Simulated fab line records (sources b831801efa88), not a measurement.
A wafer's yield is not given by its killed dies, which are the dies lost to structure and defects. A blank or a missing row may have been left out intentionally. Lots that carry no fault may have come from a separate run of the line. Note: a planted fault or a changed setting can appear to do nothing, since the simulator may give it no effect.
The tool behind it: which one? ; flow gf180mcu ; 24 lots with 72 wafers sampled at 5 steps, on a route of 602 steps

WHAT THE GAUGES READ, wafer by wafer
GF_M2_THK_MEAS_06: measures by xrf. Usual: M2_ALCU_THK typically reads 449 nm, with standard deviation 4.7.
lot;measured;on;M2_ALCU_THK (nm);flag
L074;day 18 15:38;film_metro-04;445 443 442;
L075;day 18 22:35;film_metro-04;442 440 443;
L076;day 19 03:58;film_metro-03;451 455 449;
L077;day 20 00:07;film_metro-01;447 442 440;
L078;day 20 10:56;film_metro-03;457 452 452;
L079;day 20 22:49;film_metro-01;449 449 449;
L080;day 21 07:40;film_metro-03;452 455 448;
L081;day 21 20:20;film_metro-04;444 448 447;
L082;day 21 20:31;film_metro-03;451 452 445;
L083;day 22 02:16;film_metro-04;451 452 446;
L084;day 22 18:59;film_metro-04;444 451 444;
L085;day 22 23:38;film_metro-01;453 444 445;
L086;day 23 08:30;film_metro-01;448 452 455;
L087;day 23 15:32;film_metro-04;448 443 443;
L088;day 24 00:59;film_metro-03;452 445 446;
L089;day 24 07:14;film_metro-03;452 444 446;
L090;day 25 03:05;film_metro-04;443 439 443;
L091;day 25 03:58;film_metro-03;458 458 459;
L092;day 25 07:16;film_metro-03;452 455 453;
L093;day 25 12:15;film_metro-01;446 449 447;
L094;day 26 00:05;film_metro-03;454 458 457;
L095;day 26 05:31;film_metro-04;455 455 451;
L096;day 27 00:50;film_metro-03;453 450 455;
L097;day 27 02:22;film_metro-01;444 442 445;

GF_V2_THK_MEAS_25: measures by xrf. Usual: V2_W_THK typically reads 358 nm, with standard deviation 5.7.
lot;measured;on;V2_W_THK (nm);flag
L074;day 20 18:52;film_metro-03;361 357 360;
L075;day 21 00:42;film_metro-02;354 354 350;
L076;day 21 07:17;film_metro-02;359 362 361;
L077;day 22 01:41;film_metro-03;356 355 358;
L078;day 22 13:22;film_metro-01;358 350 353;
L079;day 23 00:46;film_metro-03;355 359 361;
L080;day 23 08:46;film_metro-02;366 360 366;
L081;day 23 20:36;film_metro-03;359 358 351;
L082;day 23 20:38;film_metro-02;364 361 359;
L083;day 24 02:34;film_metro-01;358 361 358;
L084;day 25 02:47;film_metro-03;351 354 355;
L085;day 25 03:08;film_metro-03;357 356 361;
L086;day 25 07:14;film_metro-02;359 357 355;
L087;day 25 12:25;film_metro-03;354 357 359;
L088;day 26 00:13;film_metro-01;359 363 363;
L089;day 26 05:53;film_metro-03;345 351 346;
L090;day 26 23:30;film_metro-02;351 347 355;
L091;day 27 00:16;film_metro-03;367 366 367;
L092;day 27 02:50;film_metro-01;352 354 349;
L093;day 27 08:18;film_metro-02;368 370 371;
L094;day 27 20:07;film_metro-03;355 356 353;
L095;day 28 01:32;film_metro-01;367 365 364;
L096;day 28 20:18;film_metro-02;362 358 364;
L097;day 28 21:37;film_metro-03;358 364 359;

GF_V3_RS_MEAS_24: measurement is done with a four-point probe. Usual: V3_W_RS typically reads 0.330 ohm/sq, with standard deviation 0.0045.
lot;measured;on;V3_W_RS (ohm/sq);flag
L074;day 22 20:40;film_metro-04;0.330 0.326 0.328;
L075;day 23 03:34;film_metro-02;0.323 0.327 0.324;
L076;day 23 10:02;film_metro-03;0.327 0.329 0.329;
L077;day 24 03:01;film_metro-04;0.333 0.332 0.323;
L078;day 25 01:54;film_metro-04;0.334 0.326 0.330;
L079;day 25 03:22;film_metro-02;0.327 0.335 0.331;
L080;day 25 07:45;film_metro-02;0.327 0.324 0.335;
L081;day 25 19:11;film_metro-03;0.337 0.340 0.325;
L082;day 25 22:31;film_metro-03;0.337 0.327 0.329;
L083;day 26 00:26;film_metro-02;0.325 0.328 0.327;
L084;day 27 00:50;film_metro-04;0.330 0.331 0.330;
L085;day 27 01:11;film_metro-02;0.336 0.336 0.329;
L086;day 27 07:22;film_metro-02;0.331 0.331 0.330;
L087;day 27 09:41;film_metro-03;0.332 0.332 0.334;
L088;day 27 20:23;film_metro-03;0.335 0.331 0.330;
L089;day 28 02:55;film_metro-03;0.340 0.336 0.339;
L090;day 28 18:50;film_metro-04;0.322 0.334 0.324;
L091;day 28 20:45;film_metro-03;0.329 0.329 0.330;
L092;day 28 22:50;film_metro-04;0.330 0.331 0.335;
L093;day 29 03:52;film_metro-04;0.332 0.329 0.329;
L094;day 29 14:23;film_metro-02;0.332 0.321 0.330;
L095;day 29 19:32;film_metro-03;0.331 0.324 0.325;
L096;day 30 12:43;film_metro-04;0.323 0.327 0.324;
L097;day 30 15:01;film_metro-04;0.340 0.333 0.338;

WHICH TOOL RAN EACH LOT (tool, then ch and the chambers of the sampled wafers, then the start)
lot;GF_V3_CVD_02;GF_V3_SPUTTER_22
L074;pecvd-04 ch 1,2, day 21 20:05;pvd_sputter-03, day 22 20:31
L075;pecvd-04 ch 0,1,2, day 22 01:59;pvd_sputter-03, day 23 03:23
L076;pecvd-04 ch 0,1,2, day 22 08:47;pvd_sputter-03, day 23 09:53
L077;pecvd-03 ch 1,2, day 23 03:12;pvd_sputter-03, day 24 02:52
L078;pecvd-01 ch 0,1,2, day 24 02:38;pvd_sputter-04, day 25 01:45
L079;pecvd-03 ch 1,2, day 24 03:01;pvd_sputter-03, day 25 03:13
L080;pecvd-04 ch 0,2, day 24 07:26;pvd_sputter-03, day 25 07:34
L081;pecvd-03 ch 0,1, day 24 20:10;pvd_sputter-01, day 25 19:01
L082;pecvd-01 ch 0,1, day 24 20:51;pvd_sputter-04, day 25 22:22
L083;pecvd-04 ch 0,1,2, day 25 01:14;pvd_sputter-03, day 26 00:15
L084;pecvd-01 ch 0,1,2, day 26 02:22;pvd_sputter-04, day 27 00:40
L085;pecvd-03 ch 0,1, day 26 02:46;pvd_sputter-01, day 27 01:02
L086;pecvd-01 ch 0,1, day 26 05:53;pvd_sputter-04, day 27 07:13
L087;pecvd-01 ch 0,1, day 26 10:32;pvd_sputter-03, day 27 09:31
L088;pecvd-04 ch 0,2, day 26 22:23;pvd_sputter-03, day 27 20:13
L089;pecvd-01 ch 0,1, day 27 04:47;pvd_sputter-01, day 28 02:46
L090;pecvd-03 ch 1,2, day 27 21:16;pvd_sputter-01, day 28 18:38
L091;pecvd-03 ch 0,1,2, day 27 22:46;pvd_sputter-04, day 28 20:35
L092;pecvd-04 ch 0,1, day 28 01:29;pvd_sputter-04, day 28 22:40
L093;pecvd-01 ch 0,1,2, day 28 06:16;pvd_sputter-04, day 29 03:43
L094;pecvd-04 ch 0,1,2, day 28 16:55;pvd_sputter-04, day 29 14:11
L095;pecvd-04 ch 0,1, day 28 22:46;pvd_sputter-03, day 29 19:22
L096;pecvd-03 ch 0,1,2, day 29 16:10;pvd_sputter-04, day 30 12:29
L097;pecvd-01 ch 0,1, day 29 18:56;pvd_sputter-04, day 30 14:50
- GF_V3_CVD_02: deposits SiO2 from TEOS, target thk 850 nm, time 94.851 s.
- GF_V3_SPUTTER_22: material TiN, target thk 10 nm, time 40 s.

WHAT THE TOOLS THEMSELVES READ (means of the sampled wafers that have a number; where no wafer has one, the mark that the record gives instead)
GF_V3_CVD_02. Usual: heater_power_w 648 W, standard deviation 96.
lot;tool;heater_power_w (W);flag
L074;pecvd-04;647;
L075;pecvd-04;588;
L076;pecvd-04;671;
L077;pecvd-03;692;
L078;pecvd-01;733;
L079;pecvd-03;690;
L080;pecvd-04;701;
L081;pecvd-03;654;
L082;pecvd-01;699;
L083;pecvd-04;652;
L084;pecvd-01;647;
L085;pecvd-03;608;
L086;pecvd-01;757;
L087;pecvd-01;737;
L088;pecvd-04;677;
L089;pecvd-01;736;
L090;pecvd-03;661;
L091;pecvd-03;571;
L092;pecvd-04;588;
L093;pecvd-01;655;
L094;pecvd-04;606;
L095;pecvd-04;612;
L096;pecvd-03;651;
L097;pecvd-01;715;

GF_V3_SPUTTER_22. Usual: throttle_valve_pct 30.5 %, standard deviation 1.2.
lot;tool;throttle_valve_pct (%);flag
L074;pvd_sputter-03;30.8;
L075;pvd_sputter-03;30.6;
L076;pvd_sputter-03;30.9;
L077;pvd_sputter-03;30.4;
L078;pvd_sputter-04;31.7;
L079;pvd_sputter-03;30.6;
L080;pvd_sputter-03;30.9;
L081;pvd_sputter-01;29.8;
L082;pvd_sputter-04;30.4;
L083;pvd_sputter-03;30.8;
L084;pvd_sputter-04;29.1;
L085;pvd_sputter-01;28.8;
L086;pvd_sputter-04;31.4;
L087;pvd_sputter-03;30.8;
L088;pvd_sputter-03;30.8;
L089;pvd_sputter-01;29.1;
L090;pvd_sputter-01;29.0;
L091;pvd_sputter-04;30.2;
L092;pvd_sputter-04;30.1;
L093;pvd_sputter-04;31.0;
L094;pvd_sputter-04;31.7;
L095;pvd_sputter-03;30.6;
L096;pvd_sputter-04;30.7;
L097;pvd_sputter-04;31.5;

THE ANSWER, worked out from the rows above alone
Rule: take the mean of a lot's wafers that have a number; if it is more than 3 standard deviations from the usual mean, the lot is off. Also off: a lot with no number at a reading for which 4 or more lots have one. Where the step has rows for the other lots, those lots are counted as sound. The gauges are gone through in route order, then the tools' own readings, and for those a lot's mean is taken as printed above. The first step at which some lot is off is used, and at that step the reading that is off furthest; a lot without a number counts as furthest.
Across all readings shown, no lot is off: no conclusion can be drawn from this.

WHAT THE SIMULATOR HAD INSERTED
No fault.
